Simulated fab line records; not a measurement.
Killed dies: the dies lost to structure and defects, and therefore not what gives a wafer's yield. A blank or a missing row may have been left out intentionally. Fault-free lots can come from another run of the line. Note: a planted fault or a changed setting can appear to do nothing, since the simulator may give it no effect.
Chamber matching    flow gf180mcu    GF_V2_CMP_04 on cmp-02: 4 sister chambers
The step polishes SiO2. 8 wafers are shown with their chamber, then 10 later ones without.

WAFERS PAIRED WITH THEIR CHAMBERS
wafer   chamber  motor_current_A (A)  head_pressure_psi (psi)
L355.2  0        10.9                 3.983
L359.1  2        11.5                 4.014
L359.6  2        11.7                 3.997
L361.2  3        11.8                 3.994
L364.1  3        12.4                 4.013
L364.6  1        10.3                 4.011
L365.3  1        9.5                  3.998
L365.5  0        10.8                 3.993

WAFERS MISSING THEIR CHAMBER
wafer   motor_current_A (A)  head_pressure_psi (psi)
L365.6  12.9                 4.014
L366.1  12.5                 4.000
L366.2  10.3                 4.007
L366.5  10.4                 3.999
L367.1  10.8                 3.999
L367.3  10.5                 3.997
L367.6  10.1                 3.979
L369.1  11.4                 3.995
L369.2  10.1                 4.001
L369.4  12.1                 3.995

WHICH CHAMBER EACH WENT THROUGH
wafer   from the rows above           in truth
L365.6  can't be placed: 3 or 2       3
L366.1  can't be placed: 3 or 2       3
L366.2  can't be placed: 1 or 0       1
L366.5  can't be placed: 1 or 0 or 2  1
L367.1  can't be placed: 0 or 2 or 1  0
L367.3  can't be placed: 0 or 1 or 2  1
L367.6  can't be placed: 0 or 1       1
L369.1  can't be placed: 2 or 0 or 3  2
L369.2  can't be placed: 1 or 0       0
L369.4  can't be placed: 3 or 2       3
0 of 10 placed correctly. Can't be placed from these rows: 10 (the true chamber is among the candidates in 10). Placed wrongly: 0.
How it was worked out, from the rows above alone: a wafer's distance from a chamber is the root of the sum, over the readings, of the square of ((its reading less the chamber's mean) divided by the reading's scatter). The wafer belongs to the nearest chamber; if the next one is less than 2 further off, it can't be placed. For every chamber, the mean is computed from those of its wafers that are shown. The scatter is the square root of a quotient: the sum, over the shown wafers, of each reading's squared deviation from its chamber's mean, divided by wafers minus chambers.
